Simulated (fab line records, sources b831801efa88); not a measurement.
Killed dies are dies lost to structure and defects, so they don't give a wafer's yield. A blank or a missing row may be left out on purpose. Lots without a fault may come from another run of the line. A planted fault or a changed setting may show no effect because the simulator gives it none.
fab line records | flow sky130
record lots=13 wafers=39 last_day=50
route steps=708 shown LOCAL_INTERCONNECT@388 CONTACT@407 PAD_OPEN@708
lots that met no fault: from a run of the same line without faults
start_h: hours from the record's first day to the start of the lot's first wafer shown | wait_h: hours since the lot's step before | " the same as in the row above | L1.1+2: a row that stands for several wafers | - no value, or no start given | * or withheld: withheld | < > ~ a bound
route shown NAME@n: a module of which the file shows steps, and the number in the route of the first | usual: mean/standard deviation of fault-free wafers | same: alike in all rows | chamber/n: place in a boat | sites: the reading at each site | _std_site: their standard deviation | _edge_site: outer sites' mean less inner sites' | radius_mm: how far each site lies from the wafer's centre | mask NAME#n: copy n | behind: the tool/chamber that last shaped the wafer | hold: why the lot was held/for how many hours/how that ended | device: the transistor (n, p or np) that didn't switch | end of line: the same wafers' tests at the end of the route | a step without rows: its recipe alone | killed: dies lost to structure and defects at the first sort, not the wafer's yield | map: a wafer's dies, x killed, . not, _ none there
set.NAME: the setting as run; set.NAME@STEP: as run at that earlier step | model.NAME: the simulator's own value behind a step, which no gauge read
steps of the route over a sample of lots; a table a step, a row a wafer
services: from which hour (start_h, from the record's first day; less than 0 if before it) a tool's chamber was out of use, for how many hours, and why
## steps
# step SKY_LOCAL_INTERCONNECT_RS_MEAS_01
# recipe thk_meas_gauge=four-point-probe reads=TiN_of_LOCAL_INTERCONNECT_SPUTTER_00
# usual LOCAL_INTERCONNECT_TIN_RS=13.70/0.13
# columns lot.wafer tool chamber start_h wait_h LOCAL_INTERCONNECT_TIN_RS[ohm/sq]
L247.1 film_metro-04 - 685.91 0.0 13.95
L247.5 " - " " 14.01
L247.6 " - " " 13.83
L248.1 film_metro-04 - 689.75 0.0 13.68
L248.4 " - " " 13.81
L248.5 " - " " 13.81
L249.4 film_metro-01 - 702.99 0.1 13.51
L249.5 " - " " 13.48
L249.6 " - " " 13.52
L250.1 film_metro-04 - 712.41 0.0 13.55
L250.2 " - " " 13.74
L250.3 " - " " 13.64
L251.4 film_metro-01 - 717.99 0.1 13.56
L251.5 " - " " 13.56
L251.6 " - " " 13.58
L253.3 film_metro-01 - 730.38 0.1 13.67
L253.4 " - " " 13.65
L253.5 " - " " 13.67
L257.3 film_metro-02 - 768.58 0.1 13.66
L257.4 " - " " 13.65
L257.6 " - " " 13.72
L258.3 film_metro-01 - 776.21 0.1 13.71
L258.5 " - " " 13.58
L258.6 " - " " 13.59
L259.3 film_metro-04 - 782.67 0.1 13.81
L259.5 " - " " 13.69
L259.6 " - " " 13.60
L261.1 film_metro-02 - 794.43 0.0 13.50
L261.5 " - " " 13.56
L261.6 " - " " 13.75
L265.1 film_metro-02 - 823.41 0.0 13.75
L265.2 " - " " 13.80
L265.3 " - " " 13.73
L266.4 film_metro-02 - 834.89 0.1 13.84
L266.5 " - " " 13.80
L266.6 " - " " 13.89
L269.2 film_metro-04 - 848.85 0.1 14.11
L269.4 " - " " 13.99
L269.6 " - " " 13.81
# step SKY_LOCAL_INTERCONNECT_STRIP_15
# recipe chemistry=O2/N2 power_w=1400 pressure_mtorr=1500 platen_temp_c=withheld o2_flow_sccm=3000 n2_flow_sccm=300 overash_fraction=0.5
# usual chamber_pressure_mTorr=1500.2/1.4 drypump_motor_current_A=5.6/0.33 oes_product_au=0.426/0.0048 strip_time_to_endpoint_s=4.718/0.016
# columns lot.wafer tool chamber start_h wait_h chamber_pressure_mTorr drypump_motor_current_A oes_product_au rf_hours_counter_h strip_time_to_endpoint_s
L247.1 plasma_asher-01 0 714.18 0.0 1502.1 5.4 0.422 28 4.698
L247.5 " 0 " " 1501.9 5.4 0.431 - 4.703
L247.6 " 1 " " 1500.7 5.5 0.435 - 4.704
L248.1 plasma_asher-01 0 718.71 0.0 1500.3 5.3 0.435 29 4.727
L248.4 " 0 " " 1500.8 5.4 0.427 - 4.700
L248.5 " 1 " " 1497.4 5.5 0.422 - 4.698
L249.4 plasma_asher-03 0 731.49 0.1 1499.6 5.7 0.435 - 4.714
L249.5 " 0 " " 1500.4 5.7 0.427 - 4.715
L249.6 " 1 " " 1501.5 5.3 0.423 - 4.698
L250.1 plasma_asher-04 1 739.96 0.0 1501.5 6.3 0.427 93 4.696
L250.2 " 0 " " 1497.8 5.6 0.431 93 4.727
L250.3 " 0 " " 1501.2 5.6 0.426 - 4.707
L251.4 plasma_asher-03 1 746.38 0.1 1501.2 5.3 0.430 - 4.725
L251.5 " 0 " " 1501.1 5.7 0.433 - 4.745
L251.6 " 1 " " 1498.9 5.2 0.424 - 4.770
L253.3 plasma_asher-01 0 757.96 0.1 1499.9 5.3 0.434 - 4.725
L253.4 " 1 " " 1498.8 5.5 0.434 - 4.731
L253.5 " 0 " " 1498.9 5.4 0.428 - 4.710
L257.3 plasma_asher-01 1 795.50 0.1 1500.7 5.5 0.434 - 4.713
L257.4 " 0 " " 1501.9 5.4 0.425 - 4.715
L257.6 " 1 " " 1500.2 5.5 0.430 - 4.689
L258.3 plasma_asher-04 0 802.84 0.1 1501.2 5.5 0.427 - 4.726
L258.5 " 0 " " 1501.5 5.6 0.424 - 4.742
L258.6 " 1 " " 1500.5 6.3 0.428 - 4.731
L259.3 plasma_asher-04 1 808.80 0.1 1501.2 6.3 0.425 - 4.742
L259.5 " 1 " " 1500.8 6.3 0.420 - 4.722
L259.6 " 0 " " 1499.4 5.6 0.424 - 4.696
L261.1 plasma_asher-03 1 820.92 0.1 1500.5 5.3 0.428 8 4.748
L261.5 " 0 " " 1501.4 5.7 0.433 - 4.727
L261.6 " 1 " " 1501.6 5.3 0.430 - 4.706
L265.1 plasma_asher-01 1 849.26 0.0 1501.9 5.5 0.420 40 4.681
L265.2 " 0 " " 1499.6 5.3 0.434 40 4.711
L265.3 " 0 " " 1500.9 5.3 0.425 - 4.706
L266.4 plasma_asher-04 1 861.44 0.1 1499.2 6.3 0.421 - 4.731
L266.5 " 0 " " 1501.5 5.6 0.430 - 4.726
L266.6 " 1 " " 1502.1 6.3 0.423 - 4.707
L269.2 plasma_asher-01 1 875.16 0.0 1500.3 5.5 0.428 43 4.733
L269.4 " 0 " " 1499.2 5.3 0.422 - 4.706
L269.6 " 1 " " 1499.4 5.5 0.430 - 4.747
# step SKY_CONTACT_THK_MEAS_01
# recipe reads=Si3N4_of_CONTACT_CVD_00
# usual CONTACT_CVD_00_THK=74.7/0.95
# columns lot.wafer tool chamber start_h wait_h CONTACT_CVD_00_THK[nm]
L247.1 film_metro-01 - 714.82 - 73.7
L247.5 " - " " 75.2
L247.6 " - " " 74.8
L248.1 film_metro-03 - 719.34 - 73.1
L248.4 " - " " 74.8
L248.5 " - " " 75.7
L249.4 film_metro-04 - 732.12 - 74.6
L249.5 " - " " 74.5
L249.6 " - " " 75.3
L250.1 film_metro-01 - 740.61 - 75.3
L250.2 " - " " 74.8
L250.3 " - " " 75.6
L251.4 film_metro-04 - 747.01 - 74.2
L251.5 " - " " 74.7
L251.6 " - " " 74.5
L253.3 film_metro-01 - 758.57 - 75.1
L253.4 " - " " 75.9
L253.5 " - " " 75.5
L257.3 film_metro-03 - 796.11 - 73.2
L257.4 " - " " 75.1
L257.6 " - " " 74.7
L258.3 film_metro-04 - 803.46 - 74.9
L258.5 " - " " 76.1
L258.6 " - " " 76.2
L259.3 film_metro-03 - 809.44 - 74.7
L259.5 " - " " 75.3
L259.6 " - " " 75.2
L261.1 film_metro-03 - 821.55 - 74.3
L261.5 " - " " 76.0
L261.6 " - " " 75.3
L265.1 film_metro-03 - 849.95 - 75.0
L265.2 " - " " 73.9
L265.3 " - " " 74.1
L266.4 film_metro-04 - 862.10 - 75.2
L266.5 " - " " 74.6
L266.6 " - " " 75.2
L269.2 film_metro-04 - 875.83 - 73.9
L269.4 " - " " 75.3
L269.6 " - " " 75.0
# step SKY_CONTACT_SOFTBAKE_10
# recipe temp_c=100 time_s=90 resist=KrF-thick
# usual heater_power_total_W=57.35/0.11 plate_temp_C=99.99/0.13
# columns lot.wafer tool chamber start_h wait_h heater_power_total_W plate_temp_C
L247.1 litho_track-03 0 728 - 57.43 99.89
L247.5 " 0 " " 57.42 99.87
L247.6 " 0 " " 57.30 99.79
L248.1 litho_track-01 0 733 - 57.45 99.86
L248.4 " 0 " " 57.26 99.85
L248.5 " 0 " " 57.29 99.89
L249.4 litho_track-01 0 746 - 57.15 100.07
L249.5 " 0 " " 57.47 100.10
L249.6 " 0 747 - 57.45 100.13
L250.1 litho_track-01 0 755 - 57.31 100.08
L250.2 " 0 " " 57.20 100.04
L250.3 " 0 " " 57.44 100.17
L251.4 litho_track-03 0 760 - 57.61 99.90
L251.5 " 0 " " 57.32 100.06
L251.6 " 0 " " 57.50 100.03
L253.3 litho_track-01 0 773 - 57.27 99.90
L253.4 " 0 " " 57.39 99.99
L253.5 " 0 " " 57.40 99.95
L257.3 litho_track-01 0 809 - 53.98 95.69
L257.4 " 0 " " 54.03 95.56
L257.6 " 0 " " 54.12 95.77
L258.3 litho_track-03 0 817 - 57.44 100.01
L258.5 " 0 " " 57.52 100.08
L258.6 " 0 " " 57.26 100.19
L259.3 litho_track-01 0 823 - 53.92 95.86
L259.5 " 0 " " 53.96 95.86
L259.6 " 0 " " 53.88 95.94
L261.1 litho_track-03 0 834 - 57.43 99.84
L261.5 " 0 835 - 57.41 100.23
L261.6 " 0 " " 57.57 99.93
L265.1 litho_track-02 0 863 - 57.26 100.13
L265.2 " 0 " " 57.26 100.07
L265.3 " 0 " " 57.34 99.97
L266.4 litho_track-03 0 876 - 57.26 100.00
L266.5 " 0 " " 57.21 99.87
L266.6 " 0 " " 57.53 100.10
L269.2 litho_track-02 0 889 - 57.50 99.88
L269.4 " 0 " " 57.24 99.91
L269.6 " 0 " " 57.34 100.21
# step SKY_PAD_OPEN_PROBE_99
# usual killed_at_M0_to_M3=44/6.3 killed_at_M4_up=3.1/2 killed_at_contacts=24/4.8 killed_at_front_end=15/4.6 killed_at_other=0.2/0.51 killed_dies=87/8.4 killed_on_rim=17/3.9 killed_open=48/6.4 killed_short=39/5.9
# same gross_dies=492 killed_at_back_side=0
# columns lot.wafer tool chamber start_h wait_h killed_at_M0_to_M3 killed_at_M4_up killed_at_contacts killed_at_front_end killed_at_other killed_dies killed_on_rim killed_open killed_short
L247.1 prober-01 - 1080.86 0.1 46 7 24 16 0 93 13 50 43
L247.5 prober-01 - 1081.06 0.2 45 8 24 16 0 93 23 50 43
L247.6 prober-01 - 1081.11 0.2 42 3 21 19 0 85 11 46 39
L248.1 prober-02 - 1082.36 0.1 42 3 26 11 0 82 12 53 29
L248.4 prober-02 - 1082.51 0.2 47 4 19 15 1 86 19 39 47
L248.5 prober-02 - 1082.56 0.2 51 1 26 13 1 92 13 60 32
L249.4 prober-01 - 1097.54 0.2 44 2 20 16 0 82 14 49 33
L249.5 prober-01 - 1097.59 0.2 41 5 15 25 0 86 14 45 41
L249.6 prober-01 - 1097.64 0.2 36 6 21 21 0 84 17 51 33
L250.1 prober-02 - 1099.95 0.1 31 5 23 15 1 75 19 37 38
L250.2 prober-02 - 1100.00 0.1 28 4 29 18 0 79 18 37 42
L250.3 prober-02 - 1100.05 0.2 38 2 31 18 0 89 14 56 33
L251.4 prober-01 - 1102.66 0.2 31 3 24 9 2 69 13 42 27
L251.5 prober-01 - 1102.71 0.2 42 5 27 17 0 91 20 52 39
L251.6 prober-01 - 1102.76 0.2 36 4 20 11 1 72 13 38 34
L253.3 prober-01 - 1113.08 0.2 42 9 29 21 0 101 26 52 49
L253.4 prober-01 - 1113.13 0.2 40 3 30 12 0 85 11 41 44
L253.5 prober-01 - 1113.18 0.2 44 7 26 11 0 88 17 48 40
L257.3 prober-01 - 1140.93 0.2 43 1 16 15 0 75 19 46 29
L257.4 prober-01 - 1140.98 0.2 43 4 20 8 0 75 15 39 36
L257.6 prober-01 - 1141.08 0.2 43 3 27 9 1 83 18 49 34
L258.3 prober-02 - 1146.21 0.2 46 3 17 19 0 85 19 47 38
L258.5 prober-02 - 1146.31 0.2 48 0 25 21 0 94 20 55 39
L258.6 prober-02 - 1146.36 0.2 43 1 24 25 0 93 25 56 37
L259.3 prober-01 - 1152.31 0.2 43 3 19 12 1 78 15 39 39
L259.5 prober-01 - 1152.41 0.2 50 2 29 10 2 93 22 53 40
L259.6 prober-01 - 1152.46 0.2 41 4 26 16 0 87 21 50 37
L261.1 prober-01 - 1158.63 0.1 39 1 23 15 0 78 11 46 32
L261.5 prober-01 - 1158.83 0.2 44 5 25 17 0 91 18 59 32
L261.6 prober-01 - 1158.88 0.2 44 5 27 17 0 93 20 57 36
L265.1 prober-01 - 1178.65 0.1 51 4 35 15 0 105 12 54 51
L265.2 prober-01 - 1178.70 0.1 40 6 23 21 1 91 19 45 46
L265.3 prober-01 - 1178.75 0.2 43 1 28 19 0 91 21 54 37
L266.4 prober-02 - 1188.10 0.2 40 6 19 15 0 80 21 41 39
L266.5 prober-02 - 1188.15 0.2 30 1 26 12 0 69 11 43 26
L266.6 prober-02 - 1188.20 0.2 40 4 23 18 0 85 17 37 48
L269.2 prober-02 - 1194.90 0.1 44 2 27 20 1 94 20 48 46
L269.4 prober-02 - 1195.00 0.2 53 4 22 24 0 103 21 54 49
L269.6 prober-02 - 1195.10 0.2 60 2 21 15 0 98 15 59 39
# killed by level:class
L247.1 VIA1:geometric_particle:open=13 CONTACT:geometric_particle:open=9 VIA1:geometric_particle:short=8 FIELD_ISO:geometric_particle:open=6 VIA2:geometric_particle:open=5 METAL3:geometric_particle:short=5 METAL4:geometric_particle:short=5 FIELD_ISO:geometric_particle:short=4
L247.5 VIA1:geometric_particle:open=9 VIA2:geometric_particle:open=9 LI_CONTACT:geometric_particle:open=8 FIELD_ISO:geometric_particle:short=6 CONTACT:geometric_particle:open=6 VIA3:geometric_particle:open=6 METAL4:geometric_particle:short=6 FIELD_ISO:geometric_particle:open=5
L247.6 VIA1:geometric_particle:open=14 FIELD_ISO:geometric_particle:open=7 CONTACT:geometric_particle:open=7 FIELD_ISO:geometric_particle:short=6 VIA1:geometric_particle:short=6 VIA2:geometric_particle:open=6 VIA3:geometric_particle:open=6 LOCAL_INTERCONNECT:geometric_particle:short=5
L248.1 VIA1:geometric_particle:open=13 CONTACT:geometric_particle:open=9 LI_CONTACT:geometric_particle:open=6 POLY_GATE:geometric_particle:open=5 VIA3:geometric_particle:open=5 METAL2:geometric_particle:short=5 LOCAL_INTERCONNECT:geometric_particle:open=4 LOCAL_INTERCONNECT:geometric_particle:short=4
L248.4 METAL1:geometric_particle:short=9 LI_CONTACT:geometric_particle:open=8 VIA1:geometric_particle:open=8 VIA2:geometric_particle:open=7 CONTACT:geometric_particle:open=6 METAL2:geometric_particle:short=6 VIA2:geometric_particle:short=5 VIA1:geometric_particle:short=5
L248.5 VIA1:geometric_particle:open=12 LI_CONTACT:geometric_particle:open=11 VIA2:geometric_particle:open=10 CONTACT:geometric_particle:open=9 VIA3:geometric_particle:open=9 FIELD_ISO:geometric_particle:short=6 METAL1:geometric_particle:short=5 METAL2:geometric_particle:short=4
L249.4 CONTACT:geometric_particle:open=10 METAL2:geometric_particle:short=8 VIA2:geometric_particle:open=8 VIA3:geometric_particle:open=7 VIA1:geometric_particle:open=7 LI_CONTACT:geometric_particle:open=6 VIA2:geometric_particle:short=6 FIELD_ISO:geometric_particle:short=5
L249.5 FIELD_ISO:geometric_particle:open=10 METAL1:geometric_particle:short=8 VIA1:geometric_particle:open=8 VIA3:geometric_particle:open=6 POLY_GATE:geometric_particle:open=5 CONTACT:geometric_particle:open=5 VIA3:geometric_particle:short=5 POLY_GATE:geometric_particle:short=4
L249.6 CONTACT:geometric_particle:open=9 VIA3:geometric_particle:open=8 FIELD_ISO:geometric_particle:short=6 VIA2:geometric_particle:open=6 FIELD_ISO:geometric_particle:open=5 POLY_GATE:geometric_particle:open=5 VIA1:geometric_particle:open=5 LI_CONTACT:geometric_particle:open=4
L250.1 CONTACT:geometric_particle:open=11 METAL2:geometric_particle:short=7 VIA3:geometric_particle:open=7 FIELD_ISO:geometric_particle:short=6 CONTACT:geometric_particle:short=5 POLY_GATE:geometric_particle:open=4 VIA2:geometric_particle:short=4 LOCAL_INTERCONNECT:geometric_particle:short=4
L250.2 LI_CONTACT:geometric_particle:open=8 CONTACT:geometric_particle:open=7 FIELD_ISO:geometric_particle:short=6 LOCAL_INTERCONNECT:geometric_particle:short=6 VIA2:geometric_particle:open=6 LI_CONTACT:geometric_particle:short=4 METAL1:geometric_particle:short=4 METAL4:geometric_particle:short=4
L250.3 CONTACT:geometric_particle:open=17 VIA1:geometric_particle:open=12 POLY_GATE:geometric_particle:open=5 LOCAL_INTERCONNECT:geometric_particle:short=5 VIA3:geometric_particle:open=5 FIELD_ISO:geometric_particle:short=4 FIELD_ISO:geometric_particle:open=4 LI_CONTACT:geometric_particle:open=4
L251.4 VIA1:geometric_particle:open=9 VIA3:geometric_particle:open=6 LI_CONTACT:geometric_particle:open=5 CONTACT:geometric_particle:short=5 LOCAL_INTERCONNECT:geometric_particle:short=5 CONTACT:geometric_particle:open=5 POLY_GATE:geometric_particle:open=4 LOCAL_INTERCONNECT:geometric_particle:open=4
L251.5 LI_CONTACT:geometric_particle:open=10 VIA3:geometric_particle:open=10 CONTACT:geometric_particle:open=9 FIELD_ISO:geometric_particle:open=7 VIA1:geometric_particle:short=6 METAL1:geometric_particle:short=6 VIA1:geometric_particle:open=5 VIA2:geometric_particle:short=4
L251.6 VIA1:geometric_particle:open=9 VIA3:geometric_particle:open=8 LI_CONTACT:geometric_particle:open=5 CONTACT:geometric_particle:short=5 CONTACT:geometric_particle:open=5 FIELD_ISO:geometric_particle:short=4 LOCAL_INTERCONNECT:geometric_particle:short=4 METAL2:geometric_particle:open=4
L253.3 CONTACT:geometric_particle:open=9 VIA1:geometric_particle:open=9 METAL1:geometric_particle:short=8 METAL2:geometric_particle:short=7 LI_CONTACT:geometric_particle:open=7 FIELD_ISO:geometric_particle:open=6 FIELD_ISO:geometric_particle:short=5 CONTACT:geometric_particle:short=5
L253.4 VIA1:geometric_particle:open=9 LOCAL_INTERCONNECT:geometric_particle:short=7 CONTACT:geometric_particle:short=7 CONTACT:geometric_particle:open=7 METAL2:geometric_particle:short=7 LI_CONTACT:geometric_particle:open=6 FIELD_ISO:geometric_particle:open=4 VIA1:geometric_particle:short=4
L253.5 VIA1:geometric_particle:open=13 CONTACT:geometric_particle:open=10 CONTACT:geometric_particle:short=7 METAL1:geometric_particle:short=6 METAL2:geometric_particle:short=5 POLY_GATE:geometric_particle:open=5 VIA2:geometric_particle:open=5 METAL1:geometric_particle:open=5
L257.3 VIA1:geometric_particle:open=14 VIA2:geometric_particle:open=9 LI_CONTACT:geometric_particle:short=5 METAL1:geometric_particle:short=5 FIELD_ISO:geometric_particle:open=4 FIELD_ISO:geometric_particle:short=4 LOCAL_INTERCONNECT:geometric_particle:short=4 CONTACT:geometric_particle:open=4
L257.4 VIA2:geometric_particle:open=9 CONTACT:geometric_particle:open=9 METAL1:geometric_particle:short=6 VIA1:geometric_particle:open=6 VIA1:geometric_particle:short=6 LOCAL_INTERCONNECT:geometric_particle:short=5 METAL2:geometric_particle:short=5 LI_CONTACT:geometric_particle:open=4
L257.6 CONTACT:geometric_particle:open=11 VIA1:geometric_particle:open=10 LI_CONTACT:geometric_particle:open=7 VIA2:geometric_particle:open=6 VIA1:geometric_particle:short=5 LI_CONTACT:geometric_particle:short=4 METAL2:geometric_particle:short=4 VIA3:geometric_particle:short=4
L258.3 VIA1:geometric_particle:open=9 VIA3:geometric_particle:open=8 LI_CONTACT:geometric_particle:open=6 CONTACT:geometric_particle:open=6 METAL1:geometric_particle:short=6 VIA2:geometric_particle:open=6 FIELD_ISO:geometric_particle:short=5 POLY_GATE:geometric_particle:open=4
L258.5 VIA1:geometric_particle:open=13 VIA2:geometric_particle:open=10 CONTACT:geometric_particle:open=9 METAL2:geometric_particle:short=8 VIA1:geometric_particle:short=7 LI_CONTACT:geometric_particle:short=6 FIELD_ISO:geometric_particle:short=5 POLY_GATE:geometric_particle:open=5
L258.6 VIA1:geometric_particle:open=10 LI_CONTACT:geometric_particle:open=8 CONTACT:geometric_particle:open=8 VIA2:geometric_particle:open=7 FIELD_ISO:geometric_particle:open=6 VIA3:geometric_particle:open=6 VIA3:geometric_particle:short=6 POLY_GATE:geometric_particle:short=5
L259.3 VIA1:geometric_particle:open=8 VIA2:geometric_particle:open=8 VIA1:geometric_particle:short=8 LOCAL_INTERCONNECT:geometric_particle:short=6 VIA3:geometric_particle:open=6 METAL1:geometric_particle:short=5 FIELD_ISO:geometric_particle:open=4 CONTACT:geometric_particle:open=4
L259.5 VIA1:geometric_particle:open=14 CONTACT:geometric_particle:open=12 VIA1:geometric_particle:short=10 LI_CONTACT:geometric_particle:open=9 VIA3:geometric_particle:open=9 SPACER:geometric_particle:open=4 LI_CONTACT:geometric_particle:short=4 METAL1:geometric_particle:short=4
L259.6 VIA1:geometric_particle:open=12 METAL1:geometric_particle:short=8 LI_CONTACT:geometric_particle:open=7 CONTACT:geometric_particle:open=7 CONTACT:geometric_particle:short=5 VIA3:geometric_particle:open=5 POLY_GATE:geometric_particle:open=4 LOCAL_INTERCONNECT:geometric_particle:open=4
L261.1 VIA1:geometric_particle:open=10 CONTACT:geometric_particle:open=9 FIELD_ISO:geometric_particle:short=7 LI_CONTACT:geometric_particle:open=7 METAL1:geometric_particle:open=5 METAL1:geometric_particle:short=4 METAL2:geometric_particle:short=4 VIA3:geometric_particle:open=4
L261.5 CONTACT:geometric_particle:open=10 VIA1:geometric_particle:open=10 LI_CONTACT:geometric_particle:open=7 VIA2:geometric_particle:open=7 FIELD_ISO:geometric_particle:open=6 CONTACT:geometric_particle:short=5 METAL1:geometric_particle:open=5 VIA3:geometric_particle:short=5
L261.6 VIA1:geometric_particle:open=13 LI_CONTACT:geometric_particle:open=10 CONTACT:geometric_particle:open=8 POLY_GATE:geometric_particle:open=7 VIA2:geometric_particle:open=6 VIA1:geometric_particle:short=5 METAL3:geometric_particle:short=5 VIA3:geometric_particle:open=5
L265.1 VIA1:geometric_particle:open=17 LI_CONTACT:geometric_particle:open=12 VIA1:geometric_particle:short=7 FIELD_ISO:geometric_particle:open=6 LOCAL_INTERCONNECT:geometric_particle:short=6 CONTACT:geometric_particle:short=6 VIA3:geometric_particle:open=6 LI_CONTACT:geometric_particle:short=5
L265.2 METAL1:geometric_particle:short=10 VIA1:geometric_particle:open=8 CONTACT:geometric_particle:open=7 VIA3:geometric_particle:open=7 FIELD_ISO:geometric_particle:open=6 FIELD_ISO:geometric_particle:short=6 LOCAL_INTERCONNECT:geometric_particle:short=6 VIA2:geometric_particle:open=5
L265.3 VIA1:geometric_particle:open=16 LI_CONTACT:geometric_particle:open=10 FIELD_ISO:geometric_particle:open=7 VIA1:geometric_particle:short=7 CONTACT:geometric_particle:open=7 FIELD_ISO:geometric_particle:short=6 LI_CONTACT:geometric_particle:short=4 CONTACT:geometric_particle:short=4
L266.4 VIA1:geometric_particle:open=10 CONTACT:geometric_particle:open=7 CONTACT:geometric_particle:short=7 FIELD_ISO:geometric_particle:open=5 VIA2:geometric_particle:open=5 VIA3:geometric_particle:open=5 VIA1:geometric_particle:short=4 METAL3:geometric_particle:short=4
L266.5 CONTACT:geometric_particle:open=10 VIA2:geometric_particle:open=8 LI_CONTACT:geometric_particle:open=6 METAL1:geometric_particle:short=5 VIA1:geometric_particle:open=4 POLY_GATE:geometric_particle:open=4 LOCAL_INTERCONNECT:geometric_particle:short=4 VIA3:geometric_particle:open=4
L266.6 METAL2:geometric_particle:short=9 CONTACT:geometric_particle:open=7 VIA3:geometric_particle:open=7 FIELD_ISO:geometric_particle:short=6 CONTACT:geometric_particle:short=6 VIA1:geometric_particle:open=6 POLY_GATE:geometric_particle:short=5 LI_CONTACT:geometric_particle:open=5
L269.2 CONTACT:geometric_particle:open=11 VIA1:geometric_particle:open=9 VIA1:geometric_particle:short=9 POLY_GATE:geometric_particle:open=8 LI_CONTACT:geometric_particle:open=7 POLY_GATE:geometric_particle:short=6 METAL2:geometric_particle:short=6 VIA2:geometric_particle:open=6
L269.4 VIA2:geometric_particle:open=11 VIA1:geometric_particle:open=10 METAL1:geometric_particle:short=9 VIA1:geometric_particle:short=7 CONTACT:geometric_particle:open=7 LI_CONTACT:geometric_particle:open=6 VIA2:geometric_particle:short=5 FIELD_ISO:geometric_particle:open=4
L269.6 VIA1:geometric_particle:open=22 CONTACT:geometric_particle:open=10 VIA3:geometric_particle:open=8 METAL1:geometric_particle:short=7 METAL2:geometric_particle:short=6 FIELD_ISO:geometric_particle:short=5 CONTACT:geometric_particle:short=5 VIA1:geometric_particle:short=5
## services
# columns tool chamber start_h hours kind
plasma_asher-03 - 726.33 2.0 repair
plasma_asher-04 - 727.83 0.9 repair
plasma_asher-01 - 728.85 14.0 repair
plasma_asher-03 - 733.75 9.0 pm
plasma_asher-03 0 733.75 9.0 vent_cycle
plasma_asher-03 1 733.75 9.0 vent_cycle
plasma_asher-04 - 741.54 3.8 repair
plasma_asher-03 0 742.75 - clean
plasma_asher-03 1 742.75 - clean
plasma_asher-04 - 764.80 9.6 repair
plasma_asher-03 - 765.52 0.5 repair
plasma_asher-01 - 802.48 11.0 repair
plasma_asher-01 - 814.02 1.2 repair
plasma_asher-03 - 857.49 4.1 repair
plasma_asher-04 - 862.17 14.6 pm
## key
first_sign step=SKY_CONTACT_SOFTBAKE_10 reading=plate_temp_C direction=down sigmas=33 usual=* struck=*
effect step=SKY_CONTACT_SOFTBAKE_10 reading=heater_power_total_W direction=down sigmas=30 usual=* struck=*
met_at SKY_CONTACT_SOFTBAKE_10
struck_lots L257,L259
tester_left_out L257,L259
not_acting_at SKY_LOCAL_INTERCONNECT_RS_MEAS_01,SKY_LOCAL_INTERCONNECT_STRIP_15,SKY_CONTACT_THK_MEAS_01
onset_between 773 809
fault kind=process_parameter_drift tool=litho_track-01 chamber=- onset_h=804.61 steps=SKY_CONTACT_SOFTBAKE_10 channel=temp_c offset=* shape=step end_h=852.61 acts_in=* stated=*
# tester_left_out: of these lots the tester's yield and bins aren't shown, on N5 and GAA mostly nor the transistor test; their killed dies are dies lost to structure and defects alone, not to doping, threshold or leakage, so they don't give the yield
